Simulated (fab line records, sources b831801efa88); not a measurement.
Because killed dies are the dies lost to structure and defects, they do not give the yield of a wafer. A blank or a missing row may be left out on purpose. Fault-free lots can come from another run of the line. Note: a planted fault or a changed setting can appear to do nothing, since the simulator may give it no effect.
A struck lot beside a sound one :: flow sky130 :: 16 out of 708 route steps
Sound: these wafers, L716.2, L716.4, L716.5. Struck: wafer L729.6; the same lot's L729.1 was not struck, so it is left out; see the end for the cause.
Each step with rows lists, per side, the tool, then ch with its chambers, then its first start. Under that, the readings that differ: sound wafers :: struck wafers :: difference of the means :: sigmas: that difference in standard deviations of wafers without a fault.
alike: words and numbers the same on both sides, and readings whose means are apart by under 2 such deviations; not compared: readings that were withheld, readings missing a value for some wafer, numbers with overlapping values and no deviation given by the record, and bounds like >300 which may hide the same value.
A row with sigmas, a row that says differs or no value, or rows on one side alone: a step with any of these is where the two part. When numbers do not overlap yet have no deviation, they are printed without sigmas and do not part them. A reading missing from all wafers of one side parts the sides only when that side holds two or more wafers.

first, 2 steps without rows for these wafers: SKY_VT_ADJUST_PCH_PEB_05; SKY_VT_ADJUST_PCH_DEVELOP_06 (develop time 60 s).
SKY_VT_ADJUST_PCH_OVL_MEAS_07:
  struck on overlay-01, day 15 21:43; sound on overlay-02, day 11 17:30
  alike: VT_ADJUST_PCH_OVL
then, 1 step without rows for these wafers: SKY_VT_ADJUST_PCH_IMPLANT_08.
SKY_VT_ADJUST_PCH_STRIP_09: strips in O2/N2.
  sound on plasmaAsher-02 ch 0,1, day 11 17:41; struck on plasmaAsher-01 ch 0, day 15 21:55
reading: stripTimeToEndpointS (s)
sound: 37.00 37.01 37.06
struck: 36.76
difference: -0.26
sigmas: -2
  alike: drypumpMotorCurrentA, oesProductAu
  not compared: rfHoursCounterH
SKY_VT_ADJUST_PCH_TW_MEAS_10:
  struck on filmMetro-04, day 15 22:01; sound on filmMetro-04, day 11 17:47
  alike: VT_ADJUST_PCH_TW
then, 6 steps without rows for these wafers: SKY_SONOS_TUNNEL_DEHYDRATE_00 (time 60 s); SKY_SONOS_TUNNEL_HMDS_01 (prime time 60 s); SKY_SONOS_TUNNEL_COAT_02 (resist thk 1140 nm); SKY_SONOS_TUNNEL_SOFTBAKE_03 (time 60 s); SKY_SONOS_TUNNEL_EXPOSE_04 (exposes mask TUNM, target cd 410 nm); SKY_SONOS_TUNNEL_PEB_05.
SKY_SONOS_TUNNEL_DEVELOP_06: develop time 60 s.
  sound on lithoTrack-04 ch 0, day 12 17:23; struck on lithoTrack-04 ch 0, day 17 01:40
SKY_SONOS_TUNNEL_CD_MEAS_07 targets a cd of 410 nm.
  struck on cdSem-02, day 17 01:49; sound on cdSem-01, day 12 17:32
reading: cdNm (nm)
sound: 407.9 407.9 405.6
struck: 420.4
difference: +13.3
sigmas: +6
SKY_SONOS_TUNNEL_OVL_MEAS_08:
  struck on overlay-01, day 17 01:56; sound on overlay-01, day 12 17:38
  alike: SONOS_TUNNEL_OVL
SKY_PAD_OPEN_PROBE_99:
  sound wafers here have rows in the record (prober-02, day 46 18:10); struck ones have none

== WHERE THEY PART ==
At SKY_VT_ADJUST_PCH_STRIP_09 first; at SKY_PAD_OPEN_PROBE_99 last (within this record only).

WHY: what the simulator had put in
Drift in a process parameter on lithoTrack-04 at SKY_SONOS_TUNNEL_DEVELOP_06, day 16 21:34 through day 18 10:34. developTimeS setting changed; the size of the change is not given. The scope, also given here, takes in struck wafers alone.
